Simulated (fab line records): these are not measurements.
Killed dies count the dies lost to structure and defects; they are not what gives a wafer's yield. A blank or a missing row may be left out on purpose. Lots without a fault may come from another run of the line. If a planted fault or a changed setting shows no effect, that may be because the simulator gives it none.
Which of the tools did it? || flow gf180mcu || route of 602 steps, sampled at 1 step: 6 lots, 18 wafers

WHAT THE GAUGES READ, wafer by wafer
GF_VT_IMPLANT_TW_MEAS_21.
{"lot": "L493", "measured": "day 6 10:41", "on": "film-metro-04", "VT_IMPLANT_2_TW": "1193 1192 1191"}
{"lot": "L496", "measured": "day 7 04:55", "on": "film-metro-01", "VT_IMPLANT_2_TW": "1214 1220 1213"}
{"lot": "L502", "measured": "day 8 18:46", "on": "film-metro-03", "VT_IMPLANT_2_TW": "1212 1207 1208"}
{"lot": "L510", "measured": "day 11 00:37", "on": "film-metro-03", "VT_IMPLANT_2_TW": "1211 1207 1197"}
{"lot": "L512", "measured": "day 11 11:52", "on": "film-metro-03", "VT_IMPLANT_2_TW": "1208 1205 1212"}
{"lot": "L514", "measured": "day 11 23:56", "on": "film-metro-04", "VT_IMPLANT_2_TW": "1195 1194 1192"}

TOOL THAT RAN EACH LOT (tool first, then ch and the chambers of the sampled wafers, then the start)
The record shows no process step preceding these readings.

THE ANSWER, worked out from the rows above alone
Rule: usual is defined by the lots themselves. The widest of any qualifying gaps counts: lots, ordered by their means at a reading, are off when they make up no more than a third of the lots, leave a main group of 4 or more, and stand apart from it by 3 or more times the standard deviation of that group's means. A main group is skipped when, at the precision printed for the reading in the tables above, its means are all equal. A lot without any number at a reading at which 4 lots or more have one is off too. The other lots that the step has rows for count as sound.
None of the lots is off at any reading shown; this tells nothing.

WHAT WAS PUT IN BY THE SIMULATOR
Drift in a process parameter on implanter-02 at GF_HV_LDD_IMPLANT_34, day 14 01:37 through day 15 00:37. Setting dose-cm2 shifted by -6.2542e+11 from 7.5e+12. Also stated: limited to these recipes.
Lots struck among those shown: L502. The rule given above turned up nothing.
